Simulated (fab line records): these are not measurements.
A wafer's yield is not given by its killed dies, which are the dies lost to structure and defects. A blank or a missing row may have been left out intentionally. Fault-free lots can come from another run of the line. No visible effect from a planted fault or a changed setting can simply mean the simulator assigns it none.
fab line records	flow gf180mcu
[record] lots = 24	wafers = 72	lastDay = 34
route steps=602 shown V2@400 M3@410 V3@444 M4@457
lots with no fault: from the same line, run without faults
startH: start of the lot's first displayed wafer, in hours after the record's first day	waitH: how many hours have passed since the lot's step before this one	" repeats the value in the row above	L1.1+2: a row that stands for several wafers	- no value, or no start given	* or withheld: withheld	< > ~ a bound
route shown NAME@n: NAME is a module with steps in the file, n the number in the route of the first one	usual: the fault-free wafers' mean and standard deviation	same: alike in all rows	chamber/n: place in a boat	sites: each site's reading	_std_site: their standard deviation	_edge_site: mean of outer sites minus mean of inner sites	radiusMm: for every site, how far away it sits from the centre of the wafer	mask NAME#n: copy n	behind: the last tool/chamber to shape the wafer	hold: reason for holding the lot/hours on hold/outcome of the hold	device: which transistor (n, p or np) failed to switch	end of line: the route-end tests of the same wafers	for a step that has no rows: nothing shown but its recipe	killed: dies that structure and defects cost at the first sort, which is not the same as the wafer's yield	map: shows each die of a wafer: x if killed, . if not, _ if none is there
set.NAME: the run value of the setting; set.NAME@STEP: its run value at that earlier step	model.NAME: the simulator's own value behind a step, which no gauge read
one table for each step of the route and one row for each wafer, over a sample of lots
services: the hour from which a tool's chamber was out of use, counted from the record's first day as startH (under 0 if before that day), plus the number of hours and why
[[steps]]
[step GF_V2_STRIP_18]
[recipe] chemistry = O2/N2	powerW = 1400	pressureMtorr = 1500	platenTempC = 250	o2FlowSccm = 3000	n2FlowSccm = 300	overashFraction = 0.5
[usual] drypumpMotorCurrentA = 5.7/0.37	heaterPowerW = 337/37	oesProductAu = 0.593/0.0049
lot.wafer	tool	chamber	startH	waitH	drypumpMotorCurrentA	heaterPowerW	oesProductAu	rfHoursCounterH
L074.2	plasmaAsher-04	1	465.55	-	5.9	351	0.594	37
L074.5	"	0	"	"	5.9	340	0.589	-
L074.6	"	1	"	"	5.9	349	0.593	-
L075.3	plasmaAsher-04	0	486.64	-	6.0	341	0.585	-
L075.4	"	1	"	"	5.9	350	0.592	-
L075.6	"	0	"	"	5.9	343	0.593	-
L076.1	plasmaAsher-01	0	487.74	-	5.2	366	0.585	70
L076.3	"	1	"	"	5.4	385	0.598	-
L076.6	"	0	"	"	5.3	367	0.596	-
L077.1	plasmaAsher-01	1	492.74	-	5.4	386	0.602	70
L077.2	"	0	"	"	5.2	359	0.596	70
L077.3	"	0	"	"	5.2	371	0.595	-
L078.1	plasmaAsher-03	0	508.75	-	6.2	262	0.594	9
L078.2	"	1	"	"	5.3	312	0.592	9
L078.3	"	1	"	"	5.3	301	0.592	-
L079.1	plasmaAsher-03	0	519.80	-	6.2	266	0.595	10
L079.2	"	1	"	"	5.2	310	0.599	10
L079.3	"	0	"	"	6.2	269	0.591	-
L081.2	plasmaAsher-03	0	530.65	-	6.2	264	0.595	11
L081.3	"	0	"	"	6.2	266	0.601	-
L081.4	"	1	"	"	5.3	310	0.599	-
L080.3	plasmaAsher-03	0	531.79	-	6.2	267	0.593	-
L080.4	"	1	"	"	5.3	307	0.588	-
L080.6	"	0	"	"	6.2	264	0.595	-
L082.1	plasmaAsher-03	1	539.61	-	5.3	311	0.596	12
L082.3	"	0	"	"	6.2	267	0.592	-
L082.4	"	1	"	"	5.3	316	0.593	-
L083.2	plasmaAsher-01	0	547.40	-	5.2	378	0.593	76
L083.3	"	1	"	"	5.3	376	0.598	-
L083.5	"	1	"	"	5.3	376	0.593	-
L084.1	plasmaAsher-04	0	553.78	-	6.0	334	0.600	47
L084.2	"	1	"	"	5.9	338	0.595	47
L084.3	"	1	"	"	5.9	351	0.588	-
L085.3	plasmaAsher-01	0	558.89	-	5.3	365	0.596	-
L085.4	"	1	"	"	5.4	380	0.588	-
L085.6	"	0	"	"	5.2	370	0.587	-
L086.1	plasmaAsher-04	1	566.90	-	5.9	344	0.592	48
L086.4	"	0	"	"	6.0	348	0.598	-
L086.5	"	0	"	"	6.0	340	0.603	-
L087.3	plasmaAsher-04	0	572.99	-	6.0	333	0.588	-
L087.4	"	1	"	"	5.9	343	0.593	-
L087.6	"	0	"	"	6.0	344	0.598	-
L088.3	plasmaAsher-01	1	584.87	-	5.4	379	0.594	-
L088.5	"	1	"	"	5.4	376	0.595	-
L088.6	"	0	"	"	5.2	373	0.595	-
L089.1	plasmaAsher-04	1	588.90	-	5.9	344	0.601	51
L089.2	"	0	"	"	6.0	349	0.596	51
L089.4	"	1	"	"	5.9	357	0.583	-
L090.1	plasmaAsher-04	0	598.15	-	5.9	337	0.584	53
L090.3	"	0	"	"	5.9	351	0.602	-
L090.4	"	1	"	"	5.9	343	0.591	-
L091.1	plasmaAsher-03	1	606.79	-	5.3	301	0.589	19
L091.3	"	0	"	"	6.2	265	0.593	-
L091.6	"	1	"	"	5.3	306	0.598	-
L092.3	plasmaAsher-01	0	609.92	-	5.2	361	0.598	-
L092.5	"	0	"	"	5.2	368	0.598	-
L092.6	"	1	"	"	5.4	378	0.588	-
L093.1	plasmaAsher-01	0	614.73	-	5.3	373	0.586	84
L093.5	"	0	"	"	5.2	359	0.580	-
L093.6	"	1	"	"	5.3	380	0.597	-
L094.1	plasmaAsher-01	1	624.00	-	5.4	386	0.593	85
L094.3	"	1	"	"	5.4	381	0.600	-
L094.4	"	0	"	"	5.2	370	0.585	-
L095.1	plasmaAsher-04	0	633.75	-	6.0	345	0.599	57
L095.3	"	1	"	"	5.9	344	0.588	-
L095.5	"	0	"	"	5.9	348	0.605	-
L096.1	plasmaAsher-03	1	636.50	-	5.2	317	0.588	21
L096.2	"	0	"	"	6.2	271	0.597	21
L096.4	"	0	"	"	6.2	258	0.590	-
L097.3	plasmaAsher-04	0	641.09	-	5.9	338	0.603	-
L097.5	"	0	"	"	5.9	343	0.592	-
L097.6	"	1	"	"	5.9	346	0.598	-
[step GF_M3_SPUTTER_01]
[recipe] material = TiN	targetThkNm = 30	powerW = 6500	timeS = 25	chamberPressurePa = 0.4
[usual] throttleValvePct = 29.9/0.86
lot.wafer	tool	chamber	startH	waitH	throttleValvePct
L074.2	pvdSputter-01	-	466.88	0.1	29.5
L074.5	"	-	"	"	29.2
L074.6	"	-	"	"	30.0
L075.3	pvdSputter-02	-	487.94	0.1	28.9
L075.4	"	-	"	"	29.3
L075.6	"	-	"	"	29.2
L076.1	pvdSputter-01	-	489.07	0.1	29.3
L076.3	"	-	"	"	29.8
L076.6	"	-	"	"	29.5
L077.1	pvdSputter-02	-	494.13	0.1	30.0
L077.2	"	-	"	"	28.9
L077.3	"	-	"	"	29.9
L078.1	pvdSputter-01	-	510.09	0.1	29.5
L078.2	"	-	"	"	30.1
L078.3	"	-	"	"	29.9
L079.1	pvdSputter-03	-	521.14	0.1	28.7
L079.2	"	-	"	"	30.7
L079.3	"	-	"	"	29.4
L081.2	pvdSputter-01	-	532.07	0.1	29.7
L081.3	"	-	"	"	30.0
L081.4	"	-	"	"	29.4
L080.3	pvdSputter-02	-	533.08	0.1	29.4
L080.4	"	-	"	"	29.9
L080.6	"	-	"	"	29.9
L082.1	pvdSputter-02	-	540.93	0.1	29.3
L082.3	"	-	"	"	30.3
L082.4	"	-	"	"	29.4
L083.2	pvdSputter-01	-	548.73	0.1	29.7
L083.3	"	-	"	"	30.0
L083.5	"	-	"	"	30.1
L084.1	pvdSputter-02	-	555.11	0.1	30.2
L084.2	"	-	"	"	29.5
L084.3	"	-	"	"	29.6
L085.3	pvdSputter-02	-	560.37	0.1	29.2
L085.4	"	-	"	"	29.7
L085.6	"	-	"	"	30.3
L086.1	pvdSputter-03	-	568.24	0.1	28.8
L086.4	"	-	"	"	29.4
L086.5	"	-	"	"	29.0
L087.3	pvdSputter-01	-	574.29	0.1	29.7
L087.4	"	-	"	"	32.2
L087.6	"	-	"	"	30.3
L088.3	pvdSputter-02	-	586.22	0.1	29.3
L088.5	"	-	"	"	29.2
L088.6	"	-	"	"	30.2
L089.1	pvdSputter-01	-	590.23	0.1	29.3
L089.2	"	-	"	"	29.9
L089.4	"	-	"	"	32.2
L090.1	pvdSputter-01	-	599.48	0.1	29.9
L090.3	"	-	"	"	29.8
L090.4	"	-	"	"	32.2
L091.1	pvdSputter-02	-	608.11	0.1	29.5
L091.3	"	-	"	"	29.0
L091.6	"	-	"	"	29.6
L092.3	pvdSputter-03	-	611.24	0.1	28.7
L092.5	"	-	"	"	29.4
L092.6	"	-	"	"	28.8
L093.1	pvdSputter-01	-	616.19	0.1	29.7
L093.5	"	-	"	"	30.1
L093.6	"	-	"	"	32.1
L094.1	pvdSputter-01	-	625.33	0.1	29.7
L094.3	"	-	"	"	29.2
L094.4	"	-	"	"	31.8
L095.1	pvdSputter-02	-	635.11	0.1	30.4
L095.3	"	-	"	"	29.7
L095.5	"	-	"	"	29.4
L096.1	pvdSputter-03	-	637.83	0.1	28.8
L096.2	"	-	"	"	28.6
L096.4	"	-	"	"	29.2
L097.3	pvdSputter-02	-	642.38	0.1	30.1
L097.5	"	-	"	"	29.0
L097.6	"	-	"	"	29.9
[step GF_V3_OVL_MEAS_15]
[usual] V3_OVL = 4/6.1
lot.wafer	tool	chamber	startH	waitH	V3_OVL[nm]
L074.2	overlay-02	-	515.99	0.1	5
L074.5	"	-	"	"	7
L074.6	"	-	"	"	4
L075.3	overlay-01	-	535.65	0.1	8
L075.4	"	-	"	"	3
L075.6	"	-	"	"	2
L076.1	overlay-02	-	537.74	0.1	-4
L076.3	"	-	"	"	-3
L076.6	"	-	"	"	-9
L077.1	overlay-01	-	541.89	0.1	5
L077.2	"	-	"	"	11
L077.3	"	-	"	"	9
L078.1	overlay-02	-	558.17	0.1	3
L078.2	"	-	"	"	7
L078.3	"	-	"	"	4
L079.1	overlay-01	-	567.84	0.1	-4
L079.2	"	-	"	"	-2
L079.3	"	-	"	"	6
L081.2	overlay-01	-	576.69	0.1	13
L081.3	"	-	"	"	0
L081.4	"	-	"	"	15
L080.3	overlay-01	-	578.45	0.1	4
L080.4	"	-	"	"	14
L080.6	"	-	"	"	8
L082.1	overlay-02	-	585.54	0.1	1
L082.3	"	-	"	"	3
L082.4	"	-	"	"	-2
L083.2	overlay-02	-	593.24	0.1	-2
L083.3	"	-	"	"	14
L083.5	"	-	"	"	10
L084.1	overlay-02	-	598.69	0.1	7
L084.2	"	-	"	"	7
L084.3	"	-	"	"	11
L085.3	overlay-01	-	604.00	0.1	13
L085.4	"	-	"	"	-2
L085.6	"	-	"	"	1
L086.1	overlay-01	-	612.14	0.1	10
L086.4	"	-	"	"	-1
L086.5	"	-	"	"	11
L087.3	overlay-01	-	617.50	0.1	2
L087.4	"	-	"	"	2
L087.6	"	-	"	"	6
L088.3	overlay-01	-	629.60	0.1	3
L088.5	"	-	"	"	2
L088.6	"	-	"	"	3
L089.1	overlay-02	-	632.89	0.1	7
L089.2	"	-	"	"	5
L089.4	"	-	"	"	1
L090.1	overlay-01	-	642.17	0.1	-7
L090.3	"	-	"	"	-2
L090.4	"	-	"	"	-1
L091.1	overlay-02	-	650.88	0.1	-8
L091.3	"	-	"	"	-7
L091.6	"	-	"	"	0
L092.3	overlay-02	-	653.10	0.1	8
L092.5	"	-	"	"	15
L092.6	"	-	"	"	4
L093.1	overlay-02	-	657.79	0.1	0
L093.5	"	-	"	"	-3
L093.6	"	-	"	"	-8
L094.1	overlay-02	-	666.89	0.1	9
L094.3	"	-	"	"	7
L094.4	"	-	"	"	16
L095.1	overlay-01	-	675.74	0.1	2
L095.3	"	-	"	"	-9
L095.5	"	-	"	"	4
L096.1	overlay-01	-	677.89	0.1	2
L096.2	"	-	"	"	-1
L096.4	"	-	"	"	1
L097.3	overlay-01	-	682.95	0.1	6
L097.5	"	-	"	"	11
L097.6	"	-	"	"	6
[step GF_M4_SPUTTER_01]
[recipe] material = TiN	targetThkNm = 30	powerW = 6500	timeS = 25	chamberPressurePa = 0.4
[usual] throttleValvePct = 29.9/1.1
lot.wafer	tool	chamber	startH	waitH	throttleValvePct
L074.2	pvdSputter-01	-	517.48	0.1	32.2
L074.5	"	-	"	"	30.0
L074.6	"	-	"	"	32.0
L075.3	pvdSputter-01	-	537.13	0.1	29.4
L075.4	"	-	"	"	30.0
L075.6	"	-	"	"	29.6
L076.1	pvdSputter-03	-	539.66	0.1	29.0
L076.3	"	-	"	"	30.9
L076.6	"	-	"	"	29.1
L077.1	pvdSputter-03	-	543.47	0.1	30.8
L077.2	"	-	"	"	28.5
L077.3	"	-	"	"	29.0
L078.1	pvdSputter-03	-	560.07	0.1	29.0
L078.2	"	-	"	"	30.8
L078.3	"	-	"	"	28.8
L079.1	pvdSputter-01	-	569.37	0.1	29.9
L079.2	"	-	"	"	29.4
L079.3	"	-	"	"	29.9
L081.2	pvdSputter-03	-	578.22	0.1	29.6
L081.3	"	-	"	"	30.9
L081.4	"	-	"	"	28.8
L080.3	pvdSputter-01	-	580.17	0.1	30.2
L080.4	"	-	"	"	29.9
L080.6	"	-	"	"	29.3
L082.1	pvdSputter-01	-	587.04	0.1	29.9
L082.3	"	-	"	"	30.1
L082.4	"	-	"	"	29.3
L083.2	pvdSputter-01	-	594.73	0.1	29.6
L083.3	"	-	"	"	30.2
L083.5	"	-	"	"	32.0
L084.1	pvdSputter-04	-	600.18	0.1	31.3
L084.2	"	-	"	"	30.0
L084.3	"	-	"	"	29.1
L085.3	pvdSputter-01	-	605.57	0.1	31.9
L085.4	"	-	"	"	29.8
L085.6	"	-	"	"	29.8
L086.1	pvdSputter-01	-	614.22	0.1	32.3
L086.4	"	-	"	"	30.0
L086.5	"	-	"	"	30.2
L087.3	pvdSputter-01	-	618.98	0.1	30.0
L087.4	"	-	"	"	29.3
L087.6	"	-	"	"	32.1
L088.3	pvdSputter-01	-	631.08	0.1	29.8
L088.5	"	-	"	"	31.8
L088.6	"	-	"	"	29.8
L089.1	pvdSputter-03	-	634.41	0.1	29.0
L089.2	"	-	"	"	29.0
L089.4	"	-	"	"	30.7
L090.1	pvdSputter-03	-	643.67	0.1	29.4
L090.3	"	-	"	"	29.0
L090.4	"	-	"	"	28.8
L091.1	pvdSputter-03	-	652.38	0.1	28.8
L091.3	"	-	"	"	29.2
L091.6	"	-	"	"	28.7
L092.3	pvdSputter-04	-	654.61	0.1	29.1
L092.5	"	-	"	"	29.0
L092.6	"	-	"	"	29.7
L093.1	pvdSputter-03	-	659.75	0.1	29.1
L093.5	"	-	"	"	28.8
L093.6	"	-	"	"	29.3
L094.1	pvdSputter-01	-	669.16	0.1	32.0
L094.3	"	-	"	"	29.9
L094.4	"	-	"	"	29.8
L095.1	pvdSputter-04	-	677.23	0.1	31.4
L095.3	"	-	"	"	29.0
L095.5	"	-	"	"	31.2
L096.1	pvdSputter-03	-	679.47	0.1	28.7
L096.2	"	-	"	"	28.6
L096.4	"	-	"	"	30.7
L097.3	pvdSputter-03	-	684.50	0.1	29.2
L097.5	"	-	"	"	28.6
L097.6	"	-	"	"	29.1
[step GF_M4_RS_MEAS_05]
[recipe] thkMeasGauge = four-point-probe	reads = TiN_of_M4_SPUTTER_04+Ti_of_M4_SPUTTER_03+AlCu_of_M4_SPUTTER_02+TiN_of_M4_SPUTTER_01+Ti_of_M4_SPUTTER_00
[usual] M4_ALCU_RS = 0.0692/0.00078
lot.wafer	tool	chamber	startH	waitH	M4_ALCU_RS[ohm/sq]
L074.2	filmMetro-03	-	517.62	0.0	0.0705
L074.5	"	-	"	"	0.0692
L074.6	"	-	"	"	0.0702
L075.3	filmMetro-03	-	537.29	0.1	0.0691
L075.4	"	-	"	"	0.0694
L075.6	"	-	"	"	0.0690
L076.1	filmMetro-03	-	539.78	0.0	0.0704
L076.3	"	-	"	"	0.0691
L076.6	"	-	"	"	0.0701
L077.1	filmMetro-04	-	543.59	0.0	0.0689
L077.2	"	-	"	"	0.0688
L077.3	"	-	"	"	0.0709
L078.1	filmMetro-02	-	560.19	0.0	0.0698
L078.2	"	-	"	"	0.0694
L078.3	"	-	"	"	0.0707
L079.1	filmMetro-03	-	569.49	0.0	0.0681
L079.2	"	-	"	"	0.0680
L079.3	"	-	"	"	0.0683
L081.2	filmMetro-03	-	578.36	0.0	0.0696
L081.3	"	-	"	"	0.0695
L081.4	"	-	"	"	0.0697
L080.3	filmMetro-03	-	580.33	0.1	0.0689
L080.4	"	-	"	"	0.0689
L080.6	"	-	"	"	0.0692
L082.1	filmMetro-02	-	587.16	0.0	0.0687
L082.3	"	-	"	"	0.0684
L082.4	"	-	"	"	0.0690
L083.2	filmMetro-03	-	594.87	0.0	0.0694
L083.3	"	-	"	"	0.0695
L083.5	"	-	"	"	0.0708
L084.1	filmMetro-03	-	600.30	0.0	0.0694
L084.2	"	-	"	"	0.0688
L084.3	"	-	"	"	0.0683
L085.3	filmMetro-04	-	605.73	0.1	0.0700
L085.4	"	-	"	"	0.0690
L085.6	"	-	"	"	0.0690
L086.1	filmMetro-03	-	614.34	0.0	0.0701
L086.4	"	-	"	"	0.0692
L086.5	"	-	"	"	0.0693
L087.3	filmMetro-03	-	619.14	0.1	0.0685
L087.4	"	-	"	"	0.0679
L087.6	"	-	"	"	0.0694
L088.3	filmMetro-02	-	631.24	0.1	0.0697
L088.5	"	-	"	"	0.0700
L088.6	"	-	"	"	0.0697
L089.1	filmMetro-04	-	634.53	0.0	0.0702
L089.2	"	-	"	"	0.0689
L089.4	"	-	"	"	0.0694
L090.1	filmMetro-03	-	643.79	0.0	0.0698
L090.3	"	-	"	"	0.0698
L090.4	"	-	"	"	0.0692
L091.1	filmMetro-03	-	652.50	0.0	0.0683
L091.3	"	-	"	"	0.0693
L091.6	"	-	"	"	0.0681
L092.3	filmMetro-03	-	654.77	0.1	0.0671
L092.5	"	-	"	"	0.0678
L092.6	"	-	"	"	0.0685
L093.1	filmMetro-04	-	659.87	0.0	0.0682
L093.5	"	-	"	"	0.0684
L093.6	"	-	"	"	0.0681
L094.1	filmMetro-03	-	669.28	0.0	0.0685
L094.3	"	-	"	"	0.0684
L094.4	"	-	"	"	0.0678
L095.1	filmMetro-02	-	677.35	0.0	0.0692
L095.3	"	-	"	"	0.0681
L095.5	"	-	"	"	0.0685
L096.1	filmMetro-03	-	679.59	0.0	0.0684
L096.2	"	-	"	"	0.0694
L096.4	"	-	"	"	0.0686
L097.3	filmMetro-03	-	684.66	0.1	0.0712
L097.5	"	-	"	"	0.0699
L097.6	"	-	"	"	0.0707
[step GF_M4_STRIP_17]
[recipe] chemistry = O2/N2	powerW = 1400	pressureMtorr = 1500	platenTempC = 250	o2FlowSccm = 3000	n2FlowSccm = 300	overashFraction = 0.5
[usual] drypumpMotorCurrentA = 5.71/0.26	heaterPowerW = 350/18	oesProductAu = 0.559/0.0051	stripTimeToEndpointS = 7.91/0.051
lot.wafer	tool	chamber	startH	waitH	drypumpMotorCurrentA	heaterPowerW	oesProductAu	rfHoursCounterH	stripTimeToEndpointS
L074.2	plasmaAsher-02	1	540.43	0.1	5.73	321	0.562	89	7.92
L074.5	"	1	"	"	5.74	327	0.559	-	7.95
L074.6	"	0	"	"	5.80	359	0.563	-	7.96
L075.3	plasmaAsher-01	0	559.37	0.1	5.26	372	0.559	-	7.98
L075.4	"	1	"	"	5.32	390	0.561	-	7.89
L075.6	"	1	"	"	5.31	376	0.561	-	7.91
L076.1	plasmaAsher-02	0	561.45	0.2	5.82	354	0.558	91	7.91
L076.3	"	0	"	"	5.81	354	0.555	-	7.89
L076.6	"	0	"	"	5.80	349	0.562	-	7.89
L077.1	plasmaAsher-04	0	565.29	0.1	5.99	344	0.562	48	7.90
L077.2	"	1	"	"	5.84	349	0.557	48	7.86
L077.3	"	0	"	"	5.95	334	0.554	-	7.83
L078.1	plasmaAsher-04	0	581.79	0.1	5.98	340	0.567	50	7.87
L078.2	"	1	"	"	5.88	349	0.556	50	7.81
L078.3	"	0	"	"	6.01	337	0.564	-	7.85
L079.1	plasmaAsher-02	0	590.82	0.1	5.79	356	0.557	93	7.85
L079.2	"	1	"	"	5.73	321	0.546	93	7.81
L079.3	"	0	"	"	5.81	359	0.560	-	7.79
L081.2	plasmaAsher-04	0	599.77	0.1	5.95	339	0.563	53	7.93
L081.3	"	0	"	"	5.95	348	0.560	-	7.95
L081.4	"	1	"	"	5.88	350	0.562	-	7.88
L080.3	plasmaAsher-04	0	601.22	0.1	5.97	338	0.556	-	7.80
L080.4	"	1	"	"	5.88	353	0.560	-	7.84
L080.6	"	0	"	"	5.96	341	0.559	-	7.84
L082.1	plasmaAsher-02	0	608.10	0.2	5.80	355	0.564	94	7.94
L082.3	"	1	"	"	5.73	325	0.556	-	7.96
L082.4	"	0	"	"	5.82	359	0.555	-	7.93
L083.2	plasmaAsher-01	1	615.30	0.1	5.35	379	0.567	84	7.99
L083.3	"	0	"	"	5.21	368	0.564	-	7.92
L083.5	"	1	"	"	5.34	377	0.562	-	7.94
L084.1	plasmaAsher-02	0	621.48	0.1	5.79	354	0.564	96	7.92
L084.2	"	1	"	"	5.69	321	0.558	96	7.92
L084.3	"	1	"	"	5.70	328	0.564	-	7.91
L085.3	plasmaAsher-01	0	626.22	0.1	5.28	365	0.553	-	7.89
L085.4	"	1	"	"	5.32	375	0.555	-	7.91
L085.6	"	0	"	"	5.23	371	0.562	-	7.92
L086.1	plasmaAsher-02	1	634.77	0.1	5.71	326	0.566	97	7.88
L086.4	"	1	"	"	5.72	328	0.556	-	7.86
L086.5	"	0	"	"	5.80	345	0.561	-	7.87
L087.3	plasmaAsher-04	1	639.65	0.1	5.88	347	0.557	-	7.90
L087.4	"	0	"	"	5.96	341	0.563	-	7.99
L087.6	"	0	"	"	5.98	349	0.560	-	7.89
L088.3	plasmaAsher-04	1	651.72	0.1	5.87	350	0.541	-	7.89
L088.5	"	0	"	"	5.96	336	0.561	-	7.88
L088.6	"	1	"	"	5.85	338	0.557	-	7.95
L089.1	plasmaAsher-01	1	654.07	0.1	5.36	394	0.570	88	8.01
L089.2	"	0	"	"	5.21	375	0.563	88	7.97
L089.4	"	1	"	"	5.37	388	0.560	-	7.98
L090.1	plasmaAsher-04	1	663.48	0.1	5.88	339	0.558	60	7.89
L090.3	"	0	"	"	5.95	345	0.552	-	7.91
L090.4	"	1	"	"	5.87	354	0.557	-	7.88
L091.1	plasmaAsher-04	0	671.98	0.1	5.94	347	0.557	61	7.93
L091.3	"	0	"	"	5.94	342	0.564	-	7.94
L091.6	"	0	"	"	5.94	337	0.554	-	7.91
L092.3	plasmaAsher-01	1	674.05	0.1	5.39	370	0.555	-	7.90
L092.5	"	0	"	"	5.23	365	0.555	-	7.87
L092.6	"	1	"	"	5.36	384	0.557	-	7.88
L093.1	plasmaAsher-01	1	679.93	0.1	5.35	382	0.552	91	7.86
L093.5	"	0	"	"	5.25	367	0.561	-	7.89
L093.6	"	1	"	"	5.37	380	0.558	-	7.88
L094.1	plasmaAsher-02	1	689.02	0.1	5.72	324	0.564	102	8.01
L094.3	"	0	"	"	5.81	352	0.557	-	7.92
L094.4	"	1	"	"	5.71	325	0.553	-	8.00
L095.1	plasmaAsher-04	1	695.78	0.1	5.88	341	0.562	63	7.92
L095.3	"	1	"	"	5.88	349	0.555	-	7.93
L095.5	"	0	"	"	5.97	335	0.562	-	7.94
L096.1	plasmaAsher-04	0	699.03	0.1	5.96	336	0.567	64	7.92
L096.2	"	1	"	"	5.89	339	0.561	64	7.92
L096.4	"	0	"	"	5.95	342	0.564	-	7.95
L097.3	plasmaAsher-02	0	703.52	0.1	5.81	344	0.565	-	7.99
L097.5	"	1	"	"	5.68	318	0.561	-	7.99
L097.6	"	0	"	"	5.82	359	0.561	-	8.00
[[services]]
tool	chamber	startH	hours	kind
plasmaAsher-01	-	455.79	3.6	repair
pvdSputter-03	0	483.83	-	consumableReplace:kit
pvdSputter-03	0	483.83	18.0	scheduledDown
pvdSputter-03	-	506.28	1.1	repair
pvdSputter-02	-	511.00	6.4	repair
pvdSputter-01	1	522.66	-	consumableReplace:kit
pvdSputter-01	1	522.66	18.0	scheduledDown
pvdSputter-01	1	522.66	18.0	ventCycle
plasmaAsher-02	-	543.26	1.7	repair
plasmaAsher-03	-	548.27	8.0	pm
pvdSputter-01	-	551.52	5.4	repair
plasmaAsher-02	-	572.27	15.6	pm
plasmaAsher-03	-	582.19	2.8	pm
pvdSputter-03	-	591.05	4.6	repair
plasmaAsher-02	-	593.14	3.4	repair
pvdSputter-01	-	608.64	2.7	repair
plasmaAsher-03	-	611.28	8.4	repair
plasmaAsher-02	-	628.09	4.3	repair
pvdSputter-01	0	634.86	-	consumableReplace:kit
pvdSputter-01	0	634.86	18.0	scheduledDown
pvdSputter-01	0	634.86	18.0	ventCycle
pvdSputter-01	-	640.34	3.0	repair
pvdSputter-01	-	694.39	3.5	repair
pvdSputter-03	-	703.23	7.4	repair
[[key]]
fault none
